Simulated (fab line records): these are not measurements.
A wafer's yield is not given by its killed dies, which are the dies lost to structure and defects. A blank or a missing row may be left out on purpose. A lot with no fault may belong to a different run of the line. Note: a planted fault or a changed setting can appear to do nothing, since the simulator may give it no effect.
Which tool is to blame? | flow sky130 | 14 lots with 42 wafers sampled at 5 steps, on a route of 708 steps

== WHAT THE GAUGES READ, wafer by wafer ==
SKY_VT_ADJUST_NCORE_TW_MEAS_11. Usual: VT_ADJUST_NCORE_TW 220.9, standard deviation 1.3.
lot  | measured     | on            | VT_ADJUST_NCORE_TW | flag
L370 | day 8 16:00  | film metro-03 | 221.0 219.5 220.3  |
L372 | day 9 08:58  | film metro-04 | 221.0 222.5 223.4  |
L373 | day 9 20:44  | film metro-02 | 219.0 219.9 218.3  |
L375 | day 10 03:38 | film metro-03 | 222.1 220.8 222.3  |
L376 | day 10 08:32 | film metro-02 | 30.2 30.1 30.1     | OFF
L377 | day 10 15:05 | film metro-03 | 30.1 30.2 30.2     | OFF
L382 | day 12 08:28 | film metro-03 | 221.3 220.5 221.4  |
L384 | day 12 19:53 | film metro-03 | 219.3 220.6 219.7  |
L386 | day 13 09:48 | film metro-04 | 221.0 221.1 222.6  |
L387 | day 13 16:22 | film metro-02 | 220.5 221.1 223.0  |
L388 | day 13 21:25 | film metro-03 | 219.8 219.5 220.0  |
L389 | day 14 15:39 | film metro-03 | 221.2 220.6 220.7  |
L392 | day 15 20:53 | film metro-03 | 220.5 219.6 219.4  |
L391 | day 15 21:51 | film metro-03 | 218.7 219.2 218.3  |

SKY_SONOS_ONO_THK_MEAS_01. Usual: SONOS_ONO_OXIDATION_THK 2.60 nm, standard deviation 0.063.
lot  | measured     | on            | SONOS_ONO_OXIDATION_THK (nm) | flag
L370 | day 11 09:57 | film metro-04 | 2.57 2.61 2.65               |
L372 | day 12 06:43 | film metro-03 | 2.63 2.67 2.60               |
L373 | day 12 21:28 | film metro-03 | 2.52 2.60 2.56               |
L375 | day 13 07:09 | film metro-03 | 2.50 2.56 2.54               |
L382 | day 15 15:22 | film metro-03 | 2.52 2.60 2.65               |
L384 | day 16 05:13 | film metro-03 | 2.63 2.56 2.51               |
L386 | day 16 20:14 | film metro-03 | 2.57 2.42 2.49               |
L387 | day 17 05:21 | film metro-03 | 2.57 2.62 2.56               |
L388 | day 17 10:17 | film metro-03 | 2.71 2.64 2.59               |
L389 | day 18 08:46 | film metro-03 | 2.55 2.63 2.59               |
L392 | day 19 14:51 | film metro-04 | 2.72 2.69 2.68               |
L391 | day 19 16:12 | film metro-04 | 2.66 2.72 2.65               |

SKY_POLY_GATE_CD_MEAS_13: target cd 150 nm. Usual: cd nm reads 150.3 nm (standard deviation 1.3).
lot  | measured     | on        | cd nm (nm)        | flag
L370 | day 16 05:51 | cd sem-01 | 149.5 151.0 152.0 |
L372 | day 17 07:36 | cd sem-02 | 150.9 152.0 151.0 |
L373 | day 17 19:59 | cd sem-02 | 148.8 149.1 147.9 |
L375 | day 18 08:07 | cd sem-02 | 150.5 149.9 150.1 |
L382 | day 21 01:31 | cd sem-01 | 149.2 151.7 150.1 |
L384 | day 21 16:22 | cd sem-02 | 150.1 150.4 150.1 |
L386 | day 22 14:15 | cd sem-02 | 149.9 150.5 148.6 |
L387 | day 22 17:18 | cd sem-01 | 150.2 150.2 150.7 |
L388 | day 23 00:23 | cd sem-01 | 152.2 152.3 152.5 |
L389 | day 23 22:07 | cd sem-01 | 148.5 149.0 149.3 |
L392 | day 25 00:34 | cd sem-02 | 149.7 149.6 148.4 |
L391 | day 25 02:41 | cd sem-02 | 148.3 148.5 149.0 |

SKY_SD_N_OVL_MEAS_08. Usual: SD_N_OVL 0.6 nm, standard deviation 1.6.
lot  | measured     | on         | SD_N_OVL (nm)  | flag
L370 | day 27 21:37 | overlay-02 | -1.2 -1.1 -1.3 |
L372 | day 28 15:32 | overlay-02 | 0.1 1.4 -0.2   |
L373 | day 29 06:22 | overlay-02 | 0.5 1.0 0.3    |
L375 | day 29 18:41 | overlay-02 | 1.6 0.0 0.0    |
L382 | day 32 05:47 | overlay-02 | -2.1 -1.3 -1.1 |
L384 | day 32 13:38 | overlay-02 | -0.5 0.0 -0.9  |
L386 | day 33 07:50 | overlay-01 | 0.4 3.1 3.7    |
L387 | day 33 11:07 | overlay-02 | -0.4 1.4 1.6   |
L388 | day 33 15:38 | overlay-02 | -1.7 -0.9 -0.1 |
L389 | day 34 14:59 | overlay-01 | 3.4 3.7 3.3    |
L392 | day 35 10:10 | overlay-02 | -2.1 -0.1 -0.5 |
L391 | day 35 19:06 | overlay-01 | 1.1 -0.1 -0.7  |

== WHAT TOOL EACH LOT RAN ON (gives the tool, then ch and the chambers of the sampled wafers, and finally the start) ==
lot  | SKY_VT_ADJUST_NCORE_IMPLANT_09
L370 | implanter-04 ch 0, day 8 15:45
L372 | implanter-04 ch 0, day 9 08:43
L373 | implanter-02 ch 0, day 9 20:29
L375 | implanter-03 ch 0, day 10 03:24
L376 | implanter-02, day 10 08:17
L377 | implanter-04, day 10 14:51
L382 | implanter-03 ch 0, day 12 08:13
L384 | implanter-02 ch 0, day 12 19:38
L386 | implanter-03 ch 0, day 13 09:33
L387 | implanter-02 ch 0, day 13 16:07
L388 | implanter-04 ch 0, day 13 21:12
L389 | implanter-04 ch 0, day 14 15:24
L392 | implanter-02 ch 0, day 15 20:39
L391 | implanter-04 ch 0, day 15 21:38
- SKY_VT_ADJUST_NCORE_IMPLANT_09

== AS READ BY THE TOOLS THEMSELVES (means over the sampled wafers that have a number; for cases with no such wafer, the mark the record gives instead) ==
SKY_VT_ADJUST_NCORE_IMPLANT_09. Usual: beam energy keV 10.000, standard deviation 0.0034; beam on s 10.00 s, standard deviation 0.2.
lot  | tool         | beam energy keV | beam on s (s) | flag
L370 | implanter-04 | 9.997           | 10.09         |
L372 | implanter-04 | 10.005          | 9.94          |
L373 | implanter-02 | 10.000          | 9.73          |
L375 | implanter-03 | 10.004          | 9.96          |
L376 | implanter-02 | -               | -             | OFF
L377 | implanter-04 | -               | -             | OFF
L382 | implanter-03 | 10.001          | 9.86          |
L384 | implanter-02 | 9.995           | 10.15         |
L386 | implanter-03 | 9.999           | 9.89          |
L387 | implanter-02 | 10.000          | 9.93          |
L388 | implanter-04 | 10.000          | 10.11         |
L389 | implanter-04 | 10.003          | 10.03         |
L392 | implanter-02 | 9.997           | 10.05         |
L391 | implanter-04 | 9.998           | 10.06         |

== THE ANSWER, worked out from the rows above alone ==
Rule: a lot is off if the mean of its wafers that have a number lies more than 3 standard deviations from the usual mean. Also off: a lot with no number at a reading for which 4 or more lots have one. Any other lot the step has rows for is counted as sound. The gauges are gone through in route order, then the tools' own readings, and for those a lot's mean is taken as printed above. The first step at which some lot is off is used, and at that step the reading that is off furthest; a lot without a number counts as furthest.
Off: L376, L377, seen at SKY_VT_ADJUST_NCORE_TW_MEAS_11 (VT_ADJUST_NCORE_TW).
A tool fits if, at a process step before that reading, it ran every lot that is off, and no sound lot after the first of them. Not tried: the gauges at SKY_VT_ADJUST_NCORE_TW_MEAS_11; whatever is off there is also off at SKY_VT_ADJUST_NCORE_IMPLANT_09, on other tools, and gauge error can't account for it. Of those tried, none fits.

== WHAT THE SIMULATOR HAD INSERTED ==
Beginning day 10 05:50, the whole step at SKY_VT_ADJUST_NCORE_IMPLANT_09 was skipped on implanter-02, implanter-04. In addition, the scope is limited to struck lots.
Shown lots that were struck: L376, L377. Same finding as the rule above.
